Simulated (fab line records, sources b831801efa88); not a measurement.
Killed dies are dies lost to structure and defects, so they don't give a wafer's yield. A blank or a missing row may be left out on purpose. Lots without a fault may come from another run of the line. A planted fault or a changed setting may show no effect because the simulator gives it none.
Which tool did it? | flow gf180mcu | 14 lots, 42 wafers sampled, at 2 steps of a route of 602

WHAT THE GAUGES READ, wafer by wafer
GF_PSD_CD_MEAS_07: target cd 400 nm. Usual: cd_nm 398.9 nm, standard deviation 2.2.
lot  | measured     | on        | cd_nm (nm)        | flag
L488 | day 14 12:38 | cd_sem-01 | 402.3 401.8 403.3 |
L490 | day 15 04:25 | cd_sem-02 | 398.4 399.6 398.8 |
L491 | day 15 11:23 | cd_sem-02 | 399.5 400.7 400.0 |
L492 | day 15 21:17 | cd_sem-02 | 399.8 400.7 400.3 |
L493 | day 16 11:14 | cd_sem-02 | 396.6 397.3 396.8 |
L494 | day 16 18:35 | cd_sem-02 | 397.6 397.7 397.4 |
L495 | day 16 22:32 | cd_sem-02 | 398.7 396.6 399.7 |
L497 | day 17 16:13 | cd_sem-01 | 399.4 394.9 397.6 |
L499 | day 18 11:41 | cd_sem-02 | 400.8 400.7 399.3 |
L500 | day 18 15:59 | cd_sem-02 | 401.1 401.5 403.5 |
L501 | day 19 03:35 | cd_sem-01 | 398.7 399.9 397.4 |
L508 | day 21 05:26 | cd_sem-01 | 398.1 397.5 397.6 |
L509 | day 21 15:02 | cd_sem-02 | 400.4 399.7 399.9 |
L510 | day 21 19:45 | cd_sem-02 | 397.4 396.8 399.7 |

GF_PSD_TW_MEAS_11. Usual: PSD_TW 3183, standard deviation 25.
lot  | measured     | on            | PSD_TW         | flag
L488 | day 14 13:02 | film_metro-04 | 3121 3121 3123 |
L490 | day 15 04:48 | film_metro-03 | 3185 3182 3179 |
L491 | day 15 11:47 | film_metro-03 | 3173 3221 3183 |
L492 | day 15 21:41 | film_metro-03 | 3177 3190 3165 |
L493 | day 16 11:38 | film_metro-03 | 3160 3154 3162 |
L494 | day 16 18:59 | film_metro-02 | 3187 3196 3197 |
L495 | day 16 22:54 | film_metro-02 | 3195 3189 3185 |
L497 | day 17 16:36 | film_metro-03 | 3186 3186 3189 |
L499 | day 18 12:05 | film_metro-04 | 3185 3174 3182 |
L500 | day 18 16:23 | film_metro-02 | 3203 3203 3216 |
L501 | day 19 03:59 | film_metro-03 | 3205 3215 3209 |
L508 | day 21 05:50 | film_metro-02 | 3173 3174 3189 |
L509 | day 21 15:26 | film_metro-02 | 3182 3181 3171 |
L510 | day 21 20:07 | film_metro-02 | 3191 3189 3198 |

WHICH TOOL RAN EACH LOT (tool, then ch and the chambers of the sampled wafers, then the start)
The record holds no process step before these readings.

WHAT THE TOOLS THEMSELVES READ (means of the sampled wafers that have a number; where no wafer has one, the mark that the record gives instead)
The record holds no such reading with a usual standard deviation.

THE ANSWER, worked out from the rows above alone
Rule: a lot is off if the mean of its wafers that have a number lies more than 3 standard deviations from the usual mean. A lot without any number at a reading at which 4 lots or more have one is off too. The other lots that the step has rows for count as sound. The gauges are gone through in route order, then the tools' own readings, and for those a lot's mean is taken as printed above. The first step at which some lot is off is used, and at that step the reading that is off furthest; a lot without a number counts as furthest.
No lot is off at any reading shown: from this, nothing can be told.

WHAT THE SIMULATOR HAD PUT IN
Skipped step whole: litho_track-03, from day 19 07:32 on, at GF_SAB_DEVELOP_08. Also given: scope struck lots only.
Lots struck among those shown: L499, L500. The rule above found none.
